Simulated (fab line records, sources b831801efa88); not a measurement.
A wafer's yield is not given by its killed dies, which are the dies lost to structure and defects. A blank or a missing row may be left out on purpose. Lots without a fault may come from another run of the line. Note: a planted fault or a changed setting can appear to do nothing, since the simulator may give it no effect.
8D (eight disciplines) problem report, filled in by code -- flow sfqLine -- the parts of the form that need people (team, actions taken, sign-off) are left out

## 1. WHAT IS WRONG
At SFQ_TRILAYER_L0_VIA_ETCH_VIA_ETCH_016, oesProductAu averages 0.718 a.u. over 2 wafers from 2 lots, while fault-free wafers read 0.842 a.u., standard deviation 0.0092. That puts it -14 standard deviations away from the usual mean.
The step: etches SiO2 in CHF3, stops on MoNx KI, target depth 80 nm.
Earliest sighting: wafer L900.5 on rieDiel-02 at day 9 13:51. The record has a number at this step for 42 wafers belonging to 14 lots. Rule for "out" (also "out of limits"): further than 4 standard deviations from the usual mean. Any other wafer with a number is counted as sound.

## 2. WHAT THIS IS AND IS NOT
question,is,is not
which readings at this step,oesProductAu,"chamberPressureMTorr, drypumpMotorCurrentA, rfFwdPowerW"
which lots,"L900, L901","L895, L898, L905, L908, L909, L910, L911, L913, L914, L915, L916, L917"
which wafers of those lots,"L900.5, L901.2","L900.1, L900.3, L901.1, L901.4"
read on which tools,"rieDiel-01, rieDiel-02",rieDiel-03
when,from day 9 13:51,"up to then (8 sound wafers); but 32 sound wafers of L901, L905, L908, L909, L910, L911, L913, L914, L915, L916, L917 came after"

## 3. WHAT RULES OUT EACH SUSPECT
Counting: a tool at a process step up to the reading stays a suspect if it ran every lot that is out. Sound lots after the first of them don't rule it out here, since some wafers of a struck lot are sound.
- pecvd-03 at SFQ_TRILAYER_L0_CAP_PECVD_011 (deposits SiO2 from SiH4/N2O, time 13.333 s, target thk 60 nm): kept. Every lot that is out went through it, the first being L900 (day 5 17:05); the last sound lot it ran before that was L895 (day 4 08:52).
Left after counting: pecvd-03 at SFQ_TRILAYER_L0_CAP_PECVD_011.

## 4. THE CAUSE (what the simulator had put in)
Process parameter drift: pecvd-03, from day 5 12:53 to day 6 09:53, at SFQ_TRILAYER_L0_CAP_PECVD_011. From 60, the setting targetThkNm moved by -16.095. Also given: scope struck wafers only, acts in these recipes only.
Only this tool survived the counting.

## 5. SEQUENCE OF EFFECTS, ordered by route
Each row: a reading where the mean over the struck wafers with a number is more than 3 standard deviations away from the usual. Only readings for which the record gives a usual standard deviation are gone through. hours: the time from each lot's start at the first step in this table that gives one to its start at this step, as a median over the lots. sigmas: the change in usual standard deviations.
hours,step,reading,usual,on struck wafers,change,sigmas
0,SFQ_TRILAYER_L0_VIA_ETCH_VIA_ETCH_016,oesProductAu,0.842 a.u.,0.718,-0.124,-14
Its process steps:
- SFQ_TRILAYER_L0_VIA_ETCH_VIA_ETCH_016: etches SiO2 in CHF3, stops on MoNx KI, target depth 80 nm.
Later steps that measure or inspect, where all struck wafers having a row at the step show a number for every such reading and not one has moved that far: SFQ_I6_OVL_MEAS_942, SFQ_I7_BOW_MEAS_946.

## 6. WHAT WOULD HAVE CAUGHT IT SOONER
The fault began at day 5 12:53; the first out-of-limits reading in this record came at day 9 13:51, 97 hours later.
No tool reading at SFQ_TRILAYER_L0_CAP_PECVD_011 that has a usual standard deviation in the record was out on any struck wafer, so an alarm limit of 4 standard deviations on those readings would not have fired.
Each of the lots that are out, 2 in all, had begun SFQ_TRILAYER_L0_CAP_PECVD_011 on pecvd-03 no later than day 9 13:51. A hold on the tool at that time would have spared none of them.
